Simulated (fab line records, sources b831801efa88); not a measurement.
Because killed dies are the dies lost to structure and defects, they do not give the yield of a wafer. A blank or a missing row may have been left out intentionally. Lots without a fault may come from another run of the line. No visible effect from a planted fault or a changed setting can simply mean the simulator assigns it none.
Struck lot and sound lot, side by side + flow sky130 + 16 out of 708 route steps
Sound: the wafers L126.2, L126.4, L126.5. The struck wafers were L121.2, L121.3, L121.4. Last of all comes the cause.
For every step that has rows: the tool of each side, followed by ch and its chambers, followed by its first start. Under that, the readings that differ: sound wafers + struck wafers + difference of the means + sigmas: that difference in standard deviations of wafers without a fault.
alike: a reading whose means differ by less than 2 such deviations, as well as words and numbers matching on both sides. not compared: withheld readings; readings where some wafer has no value; bounds like >300 that might hide an equal value; numbers whose values overlap and for which the record gives no deviation.
Wherever a step has rows on one side only, a row that says differs or no value, or a row with sigmas, the two part there. When numbers do not overlap yet have no deviation, they are printed without sigmas and do not part them. Lack of a reading on every wafer of one side parts them only where that side has two or more wafers.

first, 1 step without rows for these wafers: SKY_VT_ADJUST_HVTR_DEVELOP_06 (develop time 60 s).
SKY_VT_ADJUST_HVTR_CD_MEAS_07: target cd 380 nm.
  sound: cdSem-02 at day 14 20:02; struck: cdSem-01 at day 12 21:36
  alike: cdNm
SKY_VT_ADJUST_HVTR_OVL_MEAS_08:
  sound: overlay-02 at day 14 20:08; struck: overlay-01 at day 12 21:43
  alike: VT_ADJUST_HVTR_OVL
following that, these wafers have no rows for 1 step: SKY_VT_ADJUST_HVTR_IMPLANT_09.
SKY_VT_ADJUST_HVTR_STRIP_10: strips in O2/N2.
  sound on plasmaAsher-02 ch 0,1, day 14 20:19; struck on plasmaAsher-04 ch 0,1, day 12 21:53
  alike: drypumpMotorCurrentA, n2FlowSccm, oesProductAu, stripTimeToEndpointS
  not compared: rfHoursCounterH
SKY_VT_ADJUST_HVTR_TW_MEAS_11:
  sound: filmMetro-01 at day 14 20:26; struck: filmMetro-02 at day 12 22:00
| reading           | sound             | struck            | difference | sigmas |
|-------------------|-------------------|-------------------|------------|--------|
| VT_ADJUST_HVTR_TW | 208.0 207.7 207.6 | 213.2 213.9 213.8 | +5.9       | +3     |
then, 6 steps without rows for these wafers: SKY_VT_ADJUST_PCH_DEHYDRATE_00 (time 60 s); SKY_VT_ADJUST_PCH_HMDS_01 (prime time 60 s); SKY_VT_ADJUST_PCH_COAT_02 (resist thk 3000 nm); SKY_VT_ADJUST_PCH_SOFTBAKE_03; SKY_VT_ADJUST_PCH_EXPOSE_04 (exposes mask NWM, target cd 840 nm); SKY_VT_ADJUST_PCH_PEB_05.
SKY_VT_ADJUST_PCH_DEVELOP_06: develop time 60 s.
  sound on lithoTrack-02 ch 0, day 15 22:00; struck on lithoTrack-03 ch 0, day 13 22:00
SKY_VT_ADJUST_PCH_OVL_MEAS_07:
  sound: overlay-01 at day 15 22:53; struck: overlay-02 at day 13 22:44
| reading                | sound       | struck | difference                    | sigmas |
|------------------------|-------------|--------|-------------------------------|--------|
| VT_ADJUST_PCH_OVL (nm) | 0.3 0.2 1.2 | - - -  | no value on the struck wafers |        |
following that, these wafers have no rows for 1 step: SKY_VT_ADJUST_PCH_IMPLANT_08.
-- the record jumps here: 35 days lie between the struck wafers' starts before and after (it left off in module VT_ADJUST_PCH and takes up again in module PAD_OPEN, whose first step shown is number 708 of the route) --
SKY_PAD_OPEN_PROBE_99:
  only the struck wafers here have rows in the record (prober-01, day 48 16:20); the sound ones have none

== WHERE THEY PART ==
Earliest at SKY_VT_ADJUST_HVTR_TW_MEAS_11; latest, in this record, at SKY_PAD_OPEN_PROBE_99.

WHY: what had been put in by the simulator
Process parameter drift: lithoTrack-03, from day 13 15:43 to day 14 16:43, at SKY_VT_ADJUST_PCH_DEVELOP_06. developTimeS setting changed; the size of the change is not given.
